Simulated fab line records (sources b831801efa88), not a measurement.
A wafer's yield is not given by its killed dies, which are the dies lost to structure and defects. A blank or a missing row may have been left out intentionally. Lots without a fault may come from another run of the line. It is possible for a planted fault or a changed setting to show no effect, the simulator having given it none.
One fault seen from 2 desks | flow sky130 | numbers are kept per desk, each desk with only its own; the story behind them comes last

== FOR THE TOOL OWNER'S DESK: rie-si-01 ==
The tool's own readings at SKY_FIELD_ISO_ETCH_17 (etches Si in HBr/Cl2/O2, target depth 342 nm, time 97.7 s): means of the sampled wafers that have a number, for each lot that ran on this tool. Any lot whose mean is over 4 standard deviations away from the usual mean is out of limits and marked OUT; that distance is given in the brackets.
Columns: A = HBr_flow_sccm at SKY_FIELD_ISO_ETCH_17, usual 150.0 sccm; B = drypump-motor-current-A at SKY_FIELD_ISO_ETCH_17, usual 6.2 A; C = oes-product-au at SKY_FIELD_ISO_ETCH_17, usual 1.003 a.u.; D = run-length-s at SKY_FIELD_ISO_ETCH_17, usual 126.2 s; E = throttle-valve-pct at SKY_FIELD_ISO_ETCH_17, usual 25.654 %
lot  | first seen here | A     | B   | C     | D     | E
L147 | day 2 17:16     | 149.8 | 6.2 | 0.998 | 126.6 | 25.641
L149 | day 3 01:46     | 150.2 | 6.4 | 0.998 | 126.3 | 25.658
L159 | day 5 06:12     | 149.6 | 6.2 | 1.008 | 127.6 | 25.643
This desk's verdict: no lot among the 3 shows anything out of limits.

== THE METROLOGY DESK ==
Lot by lot, what the gauges showed, no matter which tool ran the lot: averages of those sampled wafers that carry a number. Any lot whose mean is over 4 standard deviations away from the usual mean is out of limits and marked OUT; that distance is given in the brackets.
Columns: A = cd-nm at SKY_FIELD_ISO_CD_MEAS_13, usual 150.1 nm
lot  | first seen here | A
L147 | day 2 16:58     | 149.2
L149 | day 3 01:27     | 149.9
L159 | day 5 05:53     | 152.9
L161 | day 5 15:29     | 150.2
L164 | day 6 07:19     | 148.1
This desk's verdict: no lot among the 5 shows anything out of limits.

== PUT TOGETHER ==
Nothing out of limits was seen by the tool owner's desk.
From the metrology desk's view, nothing was out of limits.

== WHAT WAS PUT IN BY THE SIMULATOR ==
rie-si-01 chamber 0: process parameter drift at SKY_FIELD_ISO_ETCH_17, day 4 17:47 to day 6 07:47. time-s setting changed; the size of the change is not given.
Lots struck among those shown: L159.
